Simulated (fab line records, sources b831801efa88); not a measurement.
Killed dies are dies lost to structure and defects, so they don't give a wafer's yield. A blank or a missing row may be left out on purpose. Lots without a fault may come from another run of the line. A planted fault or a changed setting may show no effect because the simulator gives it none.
Chamber matching | flow sky130 | SKY_VIA1_ETCH_15 on rie_diel-04: 4 sister chambers
The step etches SiO2 in C4F8/O2/Ar, stops on TiN, target depth 351 nm, time 54 s. 4 wafers are shown with their chamber, then 11 later ones without.

WAFERS WITH THEIR CHAMBER
wafer  | chamber | oes_product_au (a.u.)
L080.4 | 3       | 0.994
L088.1 | 0       | 0.982
L088.4 | 2       | 0.980
L089.1 | 1       | 0.987

WAFERS WITHOUT THEIR CHAMBER
wafer  | oes_product_au (a.u.)
L089.2 | 0.987
L089.6 | 0.987
L092.1 | 0.982
L092.4 | 0.998
L092.5 | 0.984
L091.2 | 0.987
L091.3 | 0.997
L091.5 | 0.983
L093.4 | 0.980
L093.5 | 0.974
L093.6 | 0.985

WHICH CHAMBER EACH WENT THROUGH
wafer  | from the rows above          | in truth
L089.2 | can't be placed: 1 or 0      | 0
L089.6 | can't be placed: 1 or 0      | 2
L092.1 | can't be placed: 0 or 2 or 1 | 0
L092.4 | 3                            | 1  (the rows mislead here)
L092.5 | can't be placed: 0 or 1 or 2 | 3
L091.2 | can't be placed: 1 or 0      | 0
L091.3 | 3                            | 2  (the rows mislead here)
L091.5 | can't be placed: 0 or 2 or 1 | 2
L093.4 | can't be placed: 2 or 0      | 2
L093.5 | can't be placed: 2 or 0      | 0
L093.6 | can't be placed: 1 or 0 or 2 | 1
Placed correctly: 0 of 11. Can't be placed from these rows: 9 (the true chamber is among the candidates in 7). Placed wrongly: 2.
How it was worked out, from the rows above alone: a wafer's distance from a chamber is the root of the sum, over the readings, of the square of ((its reading less the chamber's mean) divided by the reading's scatter). The wafer belongs to the nearest chamber; if the next one is less than 2 further off, it can't be placed. A chamber's mean is the mean of its shown wafers. The scatter: with one shown wafer a chamber, the root of the mean of the squares of how far each hidden wafer lies from its nearest shown one.
